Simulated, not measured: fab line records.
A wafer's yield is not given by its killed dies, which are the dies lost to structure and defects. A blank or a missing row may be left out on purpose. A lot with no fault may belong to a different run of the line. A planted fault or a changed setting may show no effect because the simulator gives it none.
Which tool did it? + flow sky130 + 24 lots, 72 wafers sampled, at 5 steps of a route of 708

== WHAT THE GAUGES READ, wafer by wafer ==
SKY_LDD_N_OVL_MEAS_07.
| lot  | measured     | on         | LDD_N_OVL (nm) |
|------|--------------|------------|----------------|
| L074 | day 17 16:59 | overlay-02 | -2.5 -1.6 -2.3 |
| L075 | day 18 01:40 | overlay-02 | -2.9 -2.4 -1.0 |
| L076 | day 18 02:11 | overlay-01 | -2.4 -2.5 -1.3 |
| L077 | day 18 19:34 | overlay-02 | -3.6 -1.0 -0.1 |
| L079 | day 20 04:46 | overlay-02 | 0.9 1.2 -0.8   |
| L080 | day 20 08:56 | overlay-02 | -0.7 -1.5 -1.1 |
| L078 | day 20 14:07 | overlay-01 | -1.4 -2.8 -2.4 |
| L081 | day 20 19:07 | overlay-02 | -0.7 -1.2 -0.4 |
| L083 | day 21 00:17 | overlay-01 | -1.2 -2.2 -1.2 |
| L082 | day 21 01:07 | overlay-01 | -3.2 -3.7 -4.7 |
| L084 | day 21 06:35 | overlay-02 | 2.5 1.2 1.5    |
| L085 | day 21 23:13 | overlay-02 | -0.5 1.4 -0.3  |
| L086 | day 22 08:11 | overlay-01 | -3.0 -2.2 -3.3 |
| L087 | day 22 15:34 | overlay-01 | 0.8 1.5 1.3    |
| L088 | day 22 18:40 | overlay-02 | -1.7 -0.8 -0.1 |
| L089 | day 23 03:31 | overlay-01 | -0.3 0.2 -0.2  |
| L090 | day 23 13:11 | overlay-01 | -2.6 -1.1 0.0  |
| L091 | day 23 21:29 | overlay-01 | -4.0 -1.6 -4.1 |
| L092 | day 24 08:31 | overlay-02 | -1.5 -2.7 -2.6 |
| L093 | day 24 17:49 | overlay-01 | -1.6 0.0 -1.9  |
| L094 | day 24 19:29 | overlay-02 | -1.1 -1.2 -1.3 |
| L095 | day 25 22:22 | overlay-02 | -1.5 -1.5 -2.9 |
| L096 | day 25 22:40 | overlay-02 | -2.1 -0.1 -3.7 |
| L097 | day 26 00:42 | overlay-02 | -1.2 -1.3 -2.4 |

SKY_METAL2_CD_MEAS_15: target cd 140 nm.
| lot  | measured     | on        | cd nm (nm)        |
|------|--------------|-----------|-------------------|
| L074 | day 35 01:01 | cd sem-02 | 140.2 139.8 140.0 |
| L075 | day 35 09:20 | cd sem-02 | 136.2 136.7 137.3 |
| L076 | day 35 09:59 | cd sem-02 | 139.4 137.8 138.8 |
| L077 | day 35 23:55 | cd sem-01 | 138.5 138.0 139.4 |
| L079 | day 37 12:38 | cd sem-02 | 140.8 139.4 140.0 |
| L080 | day 37 09:05 | cd sem-02 | 140.8 139.8 140.0 |
| L078 | day 37 14:12 | cd sem-02 | 137.4 138.4 138.8 |
| L081 | day 37 19:31 | cd sem-01 | 139.9 139.9 140.1 |
| L083 | day 38 00:14 | cd sem-01 | 140.3 142.1 141.6 |
| L082 | day 38 01:03 | cd sem-01 | 138.9 137.9 139.3 |
| L084 | day 38 04:46 | cd sem-02 | 140.2 139.8 139.7 |
| L085 | day 38 17:51 | cd sem-02 | 139.9 139.5 140.4 |
| L086 | day 39 01:35 | cd sem-02 | 140.0 140.5 139.6 |
| L087 | day 39 08:23 | cd sem-02 | 139.9 139.9 137.1 |
| L088 | day 39 12:16 | cd sem-01 | 138.3 137.4 137.3 |
| L089 | day 39 19:26 | cd sem-01 | 138.6 140.6 139.8 |
| L090 | day 40 02:29 | cd sem-02 | 138.7 138.3 139.8 |
| L091 | day 40 08:32 | cd sem-02 | 139.3 139.2 138.1 |
| L092 | day 40 16:58 | cd sem-02 | 138.2 137.8 137.3 |
| L093 | day 41 07:21 | cd sem-02 | 139.0 139.2 137.2 |
| L094 | day 41 06:26 | cd sem-02 | 140.9 140.0 138.7 |
| L095 | day 42 00:17 | cd sem-02 | 138.2 139.5 140.9 |
| L096 | day 42 01:35 | cd sem-01 | 139.6 140.6 138.3 |
| L097 | day 42 01:56 | cd sem-02 | 139.7 139.0 139.2 |

SKY_VIA2_THK_MEAS_23: measures by xrf.
| lot  | measured     | on            | VIA2_W_THK (nm) |
|------|--------------|---------------|-----------------|
| L074 | day 36 05:32 | film metro-03 | 444 421 436     |
| L075 | day 36 14:05 | film metro-03 | 431 439 416     |
| L076 | day 36 15:20 | film metro-03 | 434 425 440     |
| L077 | day 37 04:59 | film metro-01 | 431 413 421     |
| L079 | day 38 17:16 | film metro-02 | 400 416 405     |
| L080 | day 38 12:46 | film metro-03 | 428 417 438     |
| L078 | day 38 18:04 | film metro-01 | 426 410 425     |
| L081 | day 38 23:32 | film metro-01 | 408 425 424     |
| L083 | day 39 04:12 | film metro-02 | 412 413 430     |
| L082 | day 39 05:37 | film metro-02 | 428 413 411     |
| L084 | day 39 08:15 | film metro-03 | 428 420 421     |
| L085 | day 39 21:52 | film metro-02 | 437 423 437     |
| L086 | day 40 05:09 | film metro-01 | 433 412 432     |
| L087 | day 40 11:19 | film metro-02 | 412 410 411     |
| L088 | day 40 14:20 | film metro-03 | 431 411 414     |
| L089 | day 40 21:38 | film metro-03 | 411 419 415     |
| L090 | day 41 04:49 | film metro-01 | 419 427 437     |
| L091 | day 41 11:04 | film metro-03 | 436 440 433     |
| L092 | day 41 19:13 | film metro-01 | 409 415 413     |
| L093 | day 42 09:17 | film metro-01 | 420 421 415     |
| L094 | day 42 08:23 | film metro-03 | 437 420 430     |
| L095 | day 43 01:55 | film metro-02 | 418 423 424     |
| L096 | day 43 02:58 | film metro-01 | 431 420 420     |
| L097 | day 43 03:32 | film metro-02 | 417 414 412     |

SKY_VIA4_RS_MEAS_19: the measuring method here is four-point-probe.
| lot  | measured     | on            | VIA4_W_RS (ohm/sq) |
|------|--------------|---------------|--------------------|
| L074 | day 42 15:20 | film metro-02 | 0.222 0.217 0.217  |
| L075 | day 42 22:42 | film metro-02 | 0.227 0.225 0.226  |
| L076 | day 43 02:32 | film metro-02 | 0.221 0.224 0.225  |
| L077 | day 43 13:56 | film metro-03 | 0.224 0.224 0.219  |
| L079 | day 44 21:17 | film metro-02 | 0.217 0.225 0.220  |
| L080 | day 44 16:56 | film metro-02 | 0.225 0.218 0.226  |
| L078 | day 44 21:32 | film metro-03 | 0.222 0.226 0.220  |
| L081 | day 45 01:43 | film metro-03 | 0.229 0.226 0.228  |
| L083 | day 45 06:01 | film metro-01 | 0.231 0.220 0.228  |
| L082 | day 45 08:29 | film metro-03 | 0.224 0.226 0.222  |
| L084 | day 45 11:11 | film metro-03 | 0.223 0.225 0.226  |
| L085 | day 45 22:19 | film metro-02 | 0.226 0.228 0.220  |
| L086 | day 46 03:43 | film metro-01 | 0.216 0.223 0.223  |
| L087 | day 46 10:04 | film metro-01 | 0.224 0.225 0.223  |
| L088 | day 46 11:39 | film metro-01 | 0.224 0.223 0.225  |
| L089 | day 46 19:06 | film metro-01 | 0.217 0.220 0.217  |
| L090 | day 47 00:32 | film metro-02 | 0.220 0.223 0.223  |
| L091 | day 47 06:37 | film metro-01 | 0.221 0.228 0.225  |
| L092 | day 47 11:30 | film metro-02 | 0.221 0.222 0.224  |
| L093 | day 48 01:15 | film metro-02 | 0.221 0.221 0.218  |
| L094 | day 48 00:08 | film metro-02 | 0.227 0.228 0.225  |
| L095 | day 48 13:42 | film metro-02 | 0.222 0.217 0.221  |
| L096 | day 48 14:43 | film metro-01 | 0.225 0.223 0.226  |
| L097 | day 48 16:31 | film metro-01 | 0.225 0.224 0.229  |

== EACH LOT AND THE TOOL THAT RAN IT (in order: tool; ch and the chambers of the sampled wafers; start) ==
| lot  | SKY_LI_CONTACT_ETCH_15             |
|------|------------------------------------|
| L074 | rie diel-03 ch 0,1,2, day 29 02:06 |
| L075 | rie diel-02 ch 1,2,3, day 29 09:58 |
| L076 | rie diel-04 ch 0,2, day 29 10:19   |
| L077 | rie diel-03 ch 1,2,3, day 30 01:12 |
| L079 | rie diel-02 ch 1,3, day 31 16:00   |
| L080 | rie diel-03 ch 0,3, day 31 13:56   |
| L078 | rie diel-04 ch 0,1, day 31 18:07   |
| L081 | rie diel-04 ch 1,2,3, day 31 22:34 |
| L083 | rie diel-02 ch 1,2, day 32 03:22   |
| L082 | rie diel-04 ch 0,1,2, day 32 05:07 |
| L084 | rie diel-04 ch 0,2, day 32 08:55   |
| L085 | rie diel-02 ch 0,2, day 33 01:02   |
| L086 | rie diel-03 ch 0,1,2, day 33 08:31 |
| L087 | rie diel-02 ch 1,2, day 33 16:27   |
| L088 | rie diel-04 ch 0,1,2, day 33 18:44 |
| L089 | rie diel-03 ch 0,1,3, day 34 01:44 |
| L090 | rie diel-04 ch 0,1, day 34 09:22   |
| L091 | rie diel-02 ch 0,2,3, day 34 17:38 |
| L092 | rie diel-04 ch 0,1,2, day 35 03:59 |
| L093 | rie diel-02 ch 1,3, day 35 17:05   |
| L094 | rie diel-04 ch 0,1, day 35 16:34   |
| L095 | rie diel-03 ch 1,2,3, day 36 13:30 |
| L096 | rie diel-04 ch 0,2, day 36 13:51   |
| L097 | rie diel-03 ch 0,3, day 36 14:48   |
- SKY_LI_CONTACT_ETCH_15: etches PSG in C4F8/O2/Ar, stops on Si, target depth 600 nm.

== AS READ BY THE TOOLS THEMSELVES (means over the sampled wafers that have a number; for cases with no such wafer, the mark the record gives instead) ==
SKY_LI_CONTACT_ETCH_15.
| lot  | tool        | oes product au (a.u.) | rf fwd power W (W) |
|------|-------------|-----------------------|--------------------|
| L074 | rie diel-03 | 0.834                 | 1494               |
| L075 | rie diel-02 | 0.836                 | 1494               |
| L076 | rie diel-04 | 0.841                 | 1492               |
| L077 | rie diel-03 | 0.836                 | 1493               |
| L079 | rie diel-02 | 0.836                 | 1492               |
| L080 | rie diel-03 | 0.844                 | 1489               |
| L078 | rie diel-04 | 0.839                 | 1495               |
| L081 | rie diel-04 | 0.839                 | 1494               |
| L083 | rie diel-02 | 0.838                 | 1493               |
| L082 | rie diel-04 | 0.838                 | 1497               |
| L084 | rie diel-04 | 0.840                 | 1489               |
| L085 | rie diel-02 | 0.835                 | 1488               |
| L086 | rie diel-03 | 0.838                 | 1493               |
| L087 | rie diel-02 | 0.835                 | 1487               |
| L088 | rie diel-04 | 0.839                 | 1495               |
| L089 | rie diel-03 | 0.838                 | 1490               |
| L090 | rie diel-04 | 0.839                 | 1497               |
| L091 | rie diel-02 | 0.839                 | 1485               |
| L092 | rie diel-04 | 0.839                 | 1493               |
| L093 | rie diel-02 | 0.839                 | 1494               |
| L094 | rie diel-04 | 0.839                 | 1489               |
| L095 | rie diel-03 | 0.841                 | 1490               |
| L096 | rie diel-04 | 0.834                 | 1498               |
| L097 | rie diel-03 | 0.840                 | 1495               |

== THE ANSWER, worked out from the rows above alone ==
Rule: usual is defined by the lots themselves. Put in order of their means at a reading, lots are off if they are a third of the lots or fewer, leave a main group of 4 or more, and stand apart from it by a gap of 3 or more times the standard deviation of the main group's means; of several such gaps the widest counts. A main group whose means are all the same, to the digits that the tables above print for the reading, isn't used. A lot without any number at a reading at which 4 lots or more have one is off too. The other lots that the step has rows for count as sound. Order of review: gauges by route order, followed by the tools' own readings, for which a lot's mean as printed above is used. At the first step where some lot is off, the reading lying furthest off is the one used; lots without a number count as furthest.
None of the lots is off at any reading shown; this tells nothing.

== WHAT THE SIMULATOR HAD INSERTED ==
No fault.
